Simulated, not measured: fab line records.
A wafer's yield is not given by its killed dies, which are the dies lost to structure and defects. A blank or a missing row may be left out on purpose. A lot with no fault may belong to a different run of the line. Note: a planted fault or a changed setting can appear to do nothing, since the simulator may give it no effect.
The tool behind it: which one? :: flow gf180mcu :: 24 lots with 72 wafers sampled at 6 steps, on a route of 602 steps

WHAT EACH GAUGE READ, for each wafer
GF_STI_THK_MEAS_22. Usual: STI_OXIDATION_01_THK 15.16 nm, standard deviation 0.28.
lot: L074
measured: day 2 02:56
on: filmMetro-03
STI_OXIDATION_01_THK (nm): 14.56 14.62 14.47
flag: 

lot: L075
measured: day 2 09:29
on: filmMetro-03
STI_OXIDATION_01_THK (nm): 14.97 15.02 14.99
flag: 

lot: L076
measured: day 2 14:20
on: filmMetro-03
STI_OXIDATION_01_THK (nm): 15.02 14.95 14.86
flag: 

lot: L077
measured: day 2 18:40
on: filmMetro-01
STI_OXIDATION_01_THK (nm): 14.81 14.82 15.11
flag: 

lot: L078
measured: day 2 23:53
on: filmMetro-01
STI_OXIDATION_01_THK (nm): 15.62 15.14 15.46
flag: 

lot: L079
measured: day 3 09:38
on: filmMetro-02
STI_OXIDATION_01_THK (nm): 14.94 14.84 14.86
flag: 

lot: L080
measured: day 3 10:18
on: filmMetro-03
STI_OXIDATION_01_THK (nm): 14.87 15.03 14.89
flag: 

lot: L081
measured: day 3 15:34
on: filmMetro-01
STI_OXIDATION_01_THK (nm): 14.93 14.81 14.82
flag: 

lot: L082
measured: day 3 21:57
on: filmMetro-01
STI_OXIDATION_01_THK (nm): 15.11 15.19 15.22
flag: 

lot: L083
measured: day 4 02:47
on: filmMetro-01
STI_OXIDATION_01_THK (nm): 15.40 15.55 15.61
flag: 

lot: L084
measured: day 4 07:07
on: filmMetro-02
STI_OXIDATION_01_THK (nm): 15.29 14.88 15.14
flag: 

lot: L085
measured: day 4 12:38
on: filmMetro-03
STI_OXIDATION_01_THK (nm): 15.67 15.55 15.50
flag: 

lot: L086
measured: day 4 17:24
on: filmMetro-03
STI_OXIDATION_01_THK (nm): 15.57 15.27 15.52
flag: 

lot: L087
measured: day 4 21:53
on: filmMetro-03
STI_OXIDATION_01_THK (nm): 15.18 15.38 14.99
flag: 

lot: L088
measured: day 5 03:56
on: filmMetro-01
STI_OXIDATION_01_THK (nm): 14.95 15.07 15.05
flag: 

lot: L089
measured: day 5 09:19
on: filmMetro-02
STI_OXIDATION_01_THK (nm): 15.50 15.56 15.50
flag: 

lot: L090
measured: day 5 13:31
on: filmMetro-01
STI_OXIDATION_01_THK (nm): 15.24 15.62 15.58
flag: 

lot: L091
measured: day 5 19:23
on: filmMetro-02
STI_OXIDATION_01_THK (nm): 15.27 14.94 15.10
flag: 

lot: L092
measured: day 5 23:56
on: filmMetro-03
STI_OXIDATION_01_THK (nm): 14.97 14.99 14.85
flag: 

lot: L093
measured: day 6 04:37
on: filmMetro-03
STI_OXIDATION_01_THK (nm): 15.44 15.41 15.31
flag: 

lot: L094
measured: day 6 10:18
on: filmMetro-01
STI_OXIDATION_01_THK (nm): 15.28 14.94 15.33
flag: 

lot: L095
measured: day 6 17:39
on: filmMetro-03
STI_OXIDATION_01_THK (nm): 15.28 15.35 15.25
flag: 

lot: L096
measured: day 6 20:23
on: filmMetro-01
STI_OXIDATION_01_THK (nm): 15.22 15.05 15.22
flag: 

lot: L097
measured: day 7 02:13
on: filmMetro-02
STI_OXIDATION_01_THK (nm): 15.54 15.21 15.31
flag: 

GF_NWELL_OVL_MEAS_07. Usual: NWELL_OVL 0.4 nm, standard deviation 1.3.
lot: L074
measured: day 3 06:29
on: overlay-01
NWELL_OVL (nm): -0.7 0.1 0.4
flag: 

lot: L075
measured: day 3 14:02
on: overlay-02
NWELL_OVL (nm): 1.6 0.3 1.1
flag: 

lot: L076
measured: day 3 18:31
on: overlay-01
NWELL_OVL (nm): -1.3 -1.7 -1.8
flag: 

lot: L077
measured: day 3 22:12
on: overlay-02
NWELL_OVL (nm): 0.2 0.1 1.8
flag: 

lot: L078
measured: day 4 04:23
on: overlay-01
NWELL_OVL (nm): 0.3 -0.1 -0.8
flag: 

lot: L079
measured: day 4 15:10
on: overlay-01
NWELL_OVL (nm): 1.8 -1.8 0.0
flag: 

lot: L080
measured: day 4 17:03
on: overlay-02
NWELL_OVL (nm): -1.5 -3.7 0.5
flag: 

lot: L081
measured: day 4 22:02
on: overlay-02
NWELL_OVL (nm): 0.9 1.8 2.5
flag: 

lot: L082
measured: day 5 06:27
on: overlay-02
NWELL_OVL (nm): 0.6 1.5 0.3
flag: 

lot: L083
measured: day 5 09:53
on: overlay-01
NWELL_OVL (nm): 1.4 0.6 1.0
flag: 

lot: L084
measured: day 5 15:28
on: overlay-01
NWELL_OVL (nm): -1.1 3.0 -0.2
flag: 

lot: L085
measured: day 5 19:03
on: overlay-01
NWELL_OVL (nm): -1.6 -0.2 2.4
flag: 

lot: L086
measured: day 6 01:37
on: overlay-02
NWELL_OVL (nm): 0.2 -1.0 -0.9
flag: 

lot: L087
measured: day 6 06:20
on: overlay-02
NWELL_OVL (nm): 3.3 2.6 1.9
flag: 

lot: L088
measured: day 6 11:43
on: overlay-02
NWELL_OVL (nm): 2.0 2.0 1.6
flag: 

lot: L089
measured: day 6 17:17
on: overlay-01
NWELL_OVL (nm): -0.3 0.3 2.1
flag: 

lot: L090
measured: day 6 22:02
on: overlay-02
NWELL_OVL (nm): 0.8 -0.6 1.5
flag: 

lot: L091
measured: day 7 04:23
on: overlay-02
NWELL_OVL (nm): -1.4 -1.4 0.2
flag: 

lot: L092
measured: day 7 09:55
on: overlay-01
NWELL_OVL (nm): 1.6 1.2 -0.3
flag: 

lot: L093
measured: day 7 15:07
on: overlay-02
NWELL_OVL (nm): 2.1 1.0 0.7
flag: 

lot: L094
measured: day 7 19:29
on: overlay-02
NWELL_OVL (nm): -0.5 1.5 1.2
flag: 

lot: L095
measured: day 8 02:25
on: overlay-01
NWELL_OVL (nm): -0.4 -0.2 -1.4
flag: 

lot: L096
measured: day 8 04:55
on: overlay-02
NWELL_OVL (nm): 0.1 -0.8 0.2
flag: 

lot: L097
measured: day 8 08:50
on: overlay-01
NWELL_OVL (nm): 2.3 0.0 1.8
flag: 

GF_CONTACT_THK_MEAS_01. Usual: CONTACT_CVD_00_THK 301 nm, standard deviation 3.8.
lot: L074
measured: day 14 21:19
on: filmMetro-02
CONTACT_CVD_00_THK (nm): 304 306 305
flag: 

lot: L075
measured: day 15 10:58
on: filmMetro-04
CONTACT_CVD_00_THK (nm): 304 300 301
flag: 

lot: L076
measured: day 15 12:27
on: filmMetro-04
CONTACT_CVD_00_THK (nm): 304 306 302
flag: 

lot: L077
measured: day 15 17:48
on: filmMetro-04
CONTACT_CVD_00_THK (nm): 300 296 302
flag: 

lot: L078
measured: day 16 05:29
on: filmMetro-02
CONTACT_CVD_00_THK (nm): 299 301 305
flag: 

lot: L079
measured: day 16 11:35
on: filmMetro-02
CONTACT_CVD_00_THK (nm): 294 303 291
flag: 

lot: L080
measured: day 16 18:04
on: filmMetro-04
CONTACT_CVD_00_THK (nm): 298 294 304
flag: 

lot: L081
measured: day 17 08:23
on: filmMetro-02
CONTACT_CVD_00_THK (nm): 296 299 297
flag: 

lot: L082
measured: day 17 18:26
on: filmMetro-02
CONTACT_CVD_00_THK (nm): 299 302 296
flag: 

lot: L083
measured: day 18 08:46
on: filmMetro-01
CONTACT_CVD_00_THK (nm): 300 304 296
flag: 

lot: L084
measured: day 18 09:02
on: filmMetro-01
CONTACT_CVD_00_THK (nm): 306 304 304
flag: 

lot: L085
measured: day 18 16:08
on: filmMetro-01
CONTACT_CVD_00_THK (nm): 306 303 305
flag: 

lot: L086
measured: day 18 23:55
on: filmMetro-01
CONTACT_CVD_00_THK (nm): 301 302 307
flag: 

lot: L087
measured: day 19 19:35
on: filmMetro-02
CONTACT_CVD_00_THK (nm): 301 301 303
flag: 

lot: L088
measured: day 19 20:56
on: filmMetro-01
CONTACT_CVD_00_THK (nm): 301 293 298
flag: 

lot: L089
measured: day 20 19:10
on: filmMetro-04
CONTACT_CVD_00_THK (nm): 302 295 298
flag: 

lot: L090
measured: day 20 19:28
on: filmMetro-04
CONTACT_CVD_00_THK (nm): 299 298 304
flag: 

lot: L091
measured: day 21 04:32
on: filmMetro-01
CONTACT_CVD_00_THK (nm): 293 298 297
flag: 

lot: L092
measured: day 21 16:55
on: filmMetro-02
CONTACT_CVD_00_THK (nm): 299 293 292
flag: 

lot: L093
measured: day 21 16:47
on: filmMetro-02
CONTACT_CVD_00_THK (nm): 303 302 304
flag: 

lot: L094
measured: day 21 23:05
on: filmMetro-04
CONTACT_CVD_00_THK (nm): 304 304 304
flag: 

lot: L095
measured: day 22 11:29
on: filmMetro-02
CONTACT_CVD_00_THK (nm): 299 299 304
flag: 

lot: L096
measured: day 22 12:39
on: filmMetro-02
CONTACT_CVD_00_THK (nm): 305 298 302
flag: 

lot: L097
measured: day 23 01:38
on: filmMetro-02
CONTACT_CVD_00_THK (nm): 300 305 300
flag: 

GF_M3_CD_MEAS_14 targets a cd of 280 nm. Usual: 280.4 nm for cdNm, sd 1.3.
lot: L074
measured: day 21 04:17
on: cdSem-02
cdNm (nm): 279.4 281.2 279.8
flag: 

lot: L075
measured: day 21 20:05
on: cdSem-01
cdNm (nm): 280.5 281.2 280.5
flag: 

lot: L076
measured: day 21 21:25
on: cdSem-01
cdNm (nm): 282.1 282.1 282.8
flag: 

lot: L077
measured: day 22 03:21
on: cdSem-02
cdNm (nm): 281.6 280.5 281.4
flag: 

lot: L078
measured: day 22 12:48
on: cdSem-01
cdNm (nm): 279.6 280.1 281.7
flag: 

lot: L079
measured: day 22 19:58
on: cdSem-02
cdNm (nm): 283.4 282.9 282.6
flag: 

lot: L080
measured: day 23 01:55
on: cdSem-02
cdNm (nm): 282.4 283.1 281.8
flag: 

lot: L081
measured: day 23 15:39
on: cdSem-02
cdNm (nm): 280.7 281.6 279.5
flag: 

lot: L082
measured: day 24 01:13
on: cdSem-02
cdNm (nm): 280.4 279.0 279.6
flag: 

lot: L083
measured: day 24 13:16
on: cdSem-01
cdNm (nm): 280.4 279.9 280.3
flag: 

lot: L084
measured: day 24 14:46
on: cdSem-01
cdNm (nm): 279.5 279.2 279.5
flag: 

lot: L085
measured: day 24 21:42
on: cdSem-01
cdNm (nm): 280.5 280.2 280.3
flag: 

lot: L086
measured: day 25 04:52
on: cdSem-01
cdNm (nm): 280.5 281.5 281.2
flag: 

lot: L087
measured: day 25 20:58
on: cdSem-02
cdNm (nm): 279.6 278.8 280.9
flag: 

lot: L088
measured: day 25 22:29
on: cdSem-02
cdNm (nm): 278.6 278.2 279.0
flag: 

lot: L089
measured: day 26 16:17
on: cdSem-01
cdNm (nm): 279.0 278.1 279.9
flag: 

lot: L090
measured: day 26 17:26
on: cdSem-02
cdNm (nm): 281.5 282.4 281.8
flag: 

lot: L091
measured: day 27 00:11
on: cdSem-01
cdNm (nm): 278.1 278.5 278.0
flag: 

lot: L092
measured: day 27 11:19
on: cdSem-01
cdNm (nm): 279.6 280.1 280.9
flag: 

lot: L093
measured: day 27 09:32
on: cdSem-01
cdNm (nm): 280.6 281.9 281.8
flag: 

lot: L094
measured: day 27 16:10
on: cdSem-01
cdNm (nm): 279.2 278.3 279.5
flag: 

lot: L095
measured: day 28 01:14
on: cdSem-02
cdNm (nm): 280.1 281.5 280.5
flag: 

lot: L096
measured: day 28 04:17
on: cdSem-01
cdNm (nm): 279.4 279.3 279.2
flag: 

lot: L097
measured: day 28 15:37
on: cdSem-02
cdNm (nm): 280.7 281.1 282.0
flag: 

GF_PASSIVATION_THK_MEAS_03. Usual: PASSIVATION_CVD_02_THK 698 nm, standard deviation 9.2.
lot: L074
measured: day 28 00:31
on: filmMetro-02
PASSIVATION_CVD_02_THK (nm): 677 690 698
flag: 

lot: L075
measured: day 28 12:50
on: filmMetro-02
PASSIVATION_CVD_02_THK (nm): 683 688 694
flag: 

lot: L076
measured: day 28 13:34
on: filmMetro-01
PASSIVATION_CVD_02_THK (nm): 695 683 704
flag: 

lot: L077
measured: day 28 18:08
on: filmMetro-01
PASSIVATION_CVD_02_THK (nm): 696 705 703
flag: 

lot: L078
measured: day 29 01:48
on: filmMetro-02
PASSIVATION_CVD_02_THK (nm): 701 717 710
flag: 

lot: L079
measured: day 29 08:19
on: filmMetro-04
PASSIVATION_CVD_02_THK (nm): 684 702 689
flag: 

lot: L080
measured: day 29 14:21
on: filmMetro-04
PASSIVATION_CVD_02_THK (nm): 702 712 713
flag: 

lot: L081
measured: day 30 01:10
on: filmMetro-04
PASSIVATION_CVD_02_THK (nm): 696 695 705
flag: 

lot: L082
measured: day 30 08:55
on: filmMetro-01
PASSIVATION_CVD_02_THK (nm): 699 703 698
flag: 

lot: L083
measured: day 30 18:47
on: filmMetro-01
PASSIVATION_CVD_02_THK (nm): 687 702 698
flag: 

lot: L084
measured: day 30 19:11
on: filmMetro-04
PASSIVATION_CVD_02_THK (nm): 687 706 708
flag: 

lot: L085
measured: day 31 01:41
on: filmMetro-01
PASSIVATION_CVD_02_THK (nm): 694 714 708
flag: 

lot: L086
measured: day 31 08:02
on: filmMetro-01
PASSIVATION_CVD_02_THK (nm): 681 693 690
flag: 

lot: L087
measured: day 31 20:52
on: filmMetro-02
PASSIVATION_CVD_02_THK (nm): 701 710 713
flag: 

lot: L088
measured: day 31 22:36
on: filmMetro-04
PASSIVATION_CVD_02_THK (nm): 688 685 696
flag: 

lot: L089
measured: day 32 11:11
on: filmMetro-01
PASSIVATION_CVD_02_THK (nm): 704 683 693
flag: 

lot: L090
measured: day 32 12:47
on: filmMetro-04
PASSIVATION_CVD_02_THK (nm): 693 697 713
flag: 

lot: L091
measured: day 32 19:12
on: filmMetro-01
PASSIVATION_CVD_02_THK (nm): 691 686 695
flag: 

lot: L092
measured: day 33 04:01
on: filmMetro-01
PASSIVATION_CVD_02_THK (nm): 706 687 714
flag: 

lot: L093
measured: day 33 02:56
on: filmMetro-02
PASSIVATION_CVD_02_THK (nm): 696 715 712
flag: 

lot: L094
measured: day 33 08:22
on: filmMetro-01
PASSIVATION_CVD_02_THK (nm): 688 701 710
flag: 

lot: L095
measured: day 33 15:31
on: filmMetro-04
PASSIVATION_CVD_02_THK (nm): 678 691 694
flag: 

lot: L096
measured: day 33 16:58
on: filmMetro-02
PASSIVATION_CVD_02_THK (nm): 687 689 703
flag: 

lot: L097
measured: day 34 02:28
on: filmMetro-02
PASSIVATION_CVD_02_THK (nm): 703 711 714
flag: 

WHICH TOOL RAN EACH LOT (tool, then ch and the chambers of the sampled wafers, then the start)
lot: L074
GF_M5_ETCH_09: rieDiel-04 ch 1,3, day 26 02:43

lot: L075
GF_M5_ETCH_09: rieDiel-03 ch 0,1,3, day 26 15:35

lot: L076
GF_M5_ETCH_09: rieDiel-04 ch 1,2,3, day 26 17:55

lot: L077
GF_M5_ETCH_09: rieDiel-04 ch 0,3, day 26 20:47

lot: L078
GF_M5_ETCH_09: rieDiel-02 ch 2,3, day 27 05:43

lot: L079
GF_M5_ETCH_09: rieDiel-04 ch 1,2,3, day 27 11:53

lot: L080
GF_M5_ETCH_09: rieDiel-03 ch 0,1,3, day 27 17:56

lot: L081
GF_M5_ETCH_09: rieDiel-02 ch 0,1,3, day 28 06:25

lot: L082
GF_M5_ETCH_09: rieDiel-04 ch 0,3, day 28 15:40

lot: L083
GF_M5_ETCH_09: rieDiel-03 ch 0,1,3, day 29 01:40

lot: L084
GF_M5_ETCH_09: rieDiel-02 ch 0,2,3, day 29 01:56

lot: L085
GF_M5_ETCH_09: rieDiel-04 ch 0,2,3, day 29 09:28

lot: L086
GF_M5_ETCH_09: rieDiel-02 ch 0,2,3, day 29 16:01

lot: L087
GF_M5_ETCH_09: rieDiel-03 ch 0,2,3, day 30 05:19

lot: L088
GF_M5_ETCH_09: rieDiel-03 ch 0,2,3, day 30 08:14

lot: L089
GF_M5_ETCH_09: rieDiel-02 ch 0,1,2, day 30 21:37

lot: L090
GF_M5_ETCH_09: rieDiel-03 ch 1,2, day 30 23:11

lot: L091
GF_M5_ETCH_09: rieDiel-04 ch 1,3, day 31 05:40

lot: L092
GF_M5_ETCH_09: rieDiel-02 ch 0,1,2, day 31 16:02

lot: L093
GF_M5_ETCH_09: rieDiel-03 ch 1,2, day 31 13:42

lot: L094
GF_M5_ETCH_09: rieDiel-04 ch 0,3, day 31 20:02

lot: L095
GF_M5_ETCH_09: rieDiel-03 ch 0,1,2, day 32 02:29

lot: L096
GF_M5_ETCH_09: rieDiel-03 ch 0,1,2, day 32 05:08

lot: L097
GF_M5_ETCH_09: rieDiel-04 ch 0,2, day 32 15:06
- GF_M5_ETCH_09: etches Si3N4 in CF4/O2, target depth 52 nm, time 11.6 s.

WHAT THE TOOLS THEMSELVES READ (means of the sampled wafers that have a number; where no wafer has one, the mark that the record gives instead)
GF_M5_ETCH_09. Usual: O2_flow_sccm 10.004 sccm, standard deviation 0.03; chamberPressureMTorr 150.02 mTorr, standard deviation 0.24; drypumpMotorCurrentA 5.6 A, standard deviation 0.44; oesProductAu 1.002 a.u., standard deviation 0.013; rfFwdPowerW 786 W, standard deviation 4.4; throttleValvePct 5.971 %, standard deviation 0.0098.
lot: L074
tool: rieDiel-04
O2_flow_sccm (sccm): 10.008
chamberPressureMTorr (mTorr): 149.99
drypumpMotorCurrentA (A): 5.9
oesProductAu (a.u.): 1.012
rfFwdPowerW (W): 786
throttleValvePct (%): 5.979
flag: 

lot: L075
tool: rieDiel-03
O2_flow_sccm (sccm): 9.999
chamberPressureMTorr (mTorr): 150.00
drypumpMotorCurrentA (A): 5.3
oesProductAu (a.u.): 1.012
rfFwdPowerW (W): 787
throttleValvePct (%): 5.969
flag: 

lot: L076
tool: rieDiel-04
O2_flow_sccm (sccm): 10.000
chamberPressureMTorr (mTorr): 150.05
drypumpMotorCurrentA (A): 5.7
oesProductAu (a.u.): 0.994
rfFwdPowerW (W): 784
throttleValvePct (%): 5.960
flag: 

lot: L077
tool: rieDiel-04
O2_flow_sccm (sccm): 9.997
chamberPressureMTorr (mTorr): 150.01
drypumpMotorCurrentA (A): 6.3
oesProductAu (a.u.): 0.991
rfFwdPowerW (W): 789
throttleValvePct (%): 5.970
flag: 

lot: L078
tool: rieDiel-02
O2_flow_sccm (sccm): 9.960
chamberPressureMTorr (mTorr): 150.10
drypumpMotorCurrentA (A): 5.5
oesProductAu (a.u.): 1.003
rfFwdPowerW (W): 789
throttleValvePct (%): 5.969
flag: 

lot: L079
tool: rieDiel-04
O2_flow_sccm (sccm): 10.009
chamberPressureMTorr (mTorr): 149.97
drypumpMotorCurrentA (A): 5.7
oesProductAu (a.u.): 0.996
rfFwdPowerW (W): 786
throttleValvePct (%): 5.967
flag: 

lot: L080
tool: rieDiel-03
O2_flow_sccm (sccm): 10.016
chamberPressureMTorr (mTorr): 149.91
drypumpMotorCurrentA (A): 5.3
oesProductAu (a.u.): 1.016
rfFwdPowerW (W): 785
throttleValvePct (%): 5.970
flag: 

lot: L081
tool: rieDiel-02
O2_flow_sccm (sccm): 10.009
chamberPressureMTorr (mTorr): 150.02
drypumpMotorCurrentA (A): 5.6
oesProductAu (a.u.): 1.000
rfFwdPowerW (W): 787
throttleValvePct (%): 5.975
flag: 

lot: L082
tool: rieDiel-04
O2_flow_sccm (sccm): 9.981
chamberPressureMTorr (mTorr): 150.07
drypumpMotorCurrentA (A): 6.2
oesProductAu (a.u.): 0.985
rfFwdPowerW (W): 792
throttleValvePct (%): 5.970
flag: 

lot: L083
tool: rieDiel-03
O2_flow_sccm (sccm): 9.986
chamberPressureMTorr (mTorr): 149.87
drypumpMotorCurrentA (A): 5.3
oesProductAu (a.u.): 1.009
rfFwdPowerW (W): 784
throttleValvePct (%): 5.973
flag: 

lot: L084
tool: rieDiel-02
O2_flow_sccm (sccm): 10.005
chamberPressureMTorr (mTorr): 149.91
drypumpMotorCurrentA (A): 5.5
oesProductAu (a.u.): 0.999
rfFwdPowerW (W): 790
throttleValvePct (%): 5.975
flag: 

lot: L085
tool: rieDiel-04
O2_flow_sccm (sccm): 10.007
chamberPressureMTorr (mTorr): 149.99
drypumpMotorCurrentA (A): 6.1
oesProductAu (a.u.): 0.988
rfFwdPowerW (W): 788
throttleValvePct (%): 5.973
flag: 

lot: L086
tool: rieDiel-02
O2_flow_sccm (sccm): 10.000
chamberPressureMTorr (mTorr): 149.85
drypumpMotorCurrentA (A): 5.5
oesProductAu (a.u.): 0.996
rfFwdPowerW (W): 787
throttleValvePct (%): 5.968
flag: 

lot: L087
tool: rieDiel-03
O2_flow_sccm (sccm): 10.025
chamberPressureMTorr (mTorr): 150.11
drypumpMotorCurrentA (A): 5.5
oesProductAu (a.u.): 1.015
rfFwdPowerW (W): 782
throttleValvePct (%): 5.963
flag: 

lot: L088
tool: rieDiel-03
O2_flow_sccm (sccm): 9.979
chamberPressureMTorr (mTorr): 150.00
drypumpMotorCurrentA (A): 5.5
oesProductAu (a.u.): 1.002
rfFwdPowerW (W): 780
throttleValvePct (%): 5.964
flag: 

lot: L089
tool: rieDiel-02
O2_flow_sccm (sccm): 9.998
chamberPressureMTorr (mTorr): 149.98
drypumpMotorCurrentA (A): 5.2
oesProductAu (a.u.): 1.004
rfFwdPowerW (W): 787
throttleValvePct (%): 5.969
flag: 

lot: L090
tool: rieDiel-03
O2_flow_sccm (sccm): 10.034
chamberPressureMTorr (mTorr): 150.05
drypumpMotorCurrentA (A): 5.6
oesProductAu (a.u.): 1.014
rfFwdPowerW (W): 785
throttleValvePct (%): 5.971
flag: 

lot: L091
tool: rieDiel-04
O2_flow_sccm (sccm): 9.981
chamberPressureMTorr (mTorr): 149.94
drypumpMotorCurrentA (A): 5.4
oesProductAu (a.u.): 1.010
rfFwdPowerW (W): 785
throttleValvePct (%): 5.968
flag: 

lot: L092
tool: rieDiel-02
O2_flow_sccm (sccm): 10.000
chamberPressureMTorr (mTorr): 149.87
drypumpMotorCurrentA (A): 5.3
oesProductAu (a.u.): 1.001
rfFwdPowerW (W): 788
throttleValvePct (%): 5.973
flag: 

lot: L093
tool: rieDiel-03
O2_flow_sccm (sccm): 9.996
chamberPressureMTorr (mTorr): 150.02
drypumpMotorCurrentA (A): 5.3
oesProductAu (a.u.): 1.012
rfFwdPowerW (W): 787
throttleValvePct (%): 5.972
flag: 

lot: L094
tool: rieDiel-04
O2_flow_sccm (sccm): 9.986
chamberPressureMTorr (mTorr): 150.01
drypumpMotorCurrentA (A): 6.3
oesProductAu (a.u.): 0.995
rfFwdPowerW (W): 786
throttleValvePct (%): 5.969
flag: 

lot: L095
tool: rieDiel-03
O2_flow_sccm (sccm): 10.012
chamberPressureMTorr (mTorr): 150.07
drypumpMotorCurrentA (A): 5.4
oesProductAu (a.u.): 0.995
rfFwdPowerW (W): 783
throttleValvePct (%): 5.970
flag: 

lot: L096
tool: rieDiel-03
O2_flow_sccm (sccm): 10.043
chamberPressureMTorr (mTorr): 149.97
drypumpMotorCurrentA (A): 5.4
oesProductAu (a.u.): 0.997
rfFwdPowerW (W): 787
throttleValvePct (%): 5.975
flag: 

lot: L097
tool: rieDiel-04
O2_flow_sccm (sccm): 10.012
chamberPressureMTorr (mTorr): 150.15
drypumpMotorCurrentA (A): 6.0
oesProductAu (a.u.): 0.980
rfFwdPowerW (W): 789
throttleValvePct (%): 5.962
flag: 

THE ANSWER, worked out from the rows above alone
Rule: a lot counts as off when the mean over its wafers that have a number is more than 3 standard deviations away from the usual mean. Also off: a lot with no number at a reading for which 4 or more lots have one. Where the step has rows for the other lots, those lots are counted as sound. The gauges are gone through in route order, then the tools' own readings, and for those a lot's mean is taken as printed above. At the first step where some lot is off, the reading lying furthest off is the one used; lots without a number count as furthest.
No lot is off at any reading shown: from this, nothing can be told.

WHAT HAD BEEN PUT IN BY THE SIMULATOR
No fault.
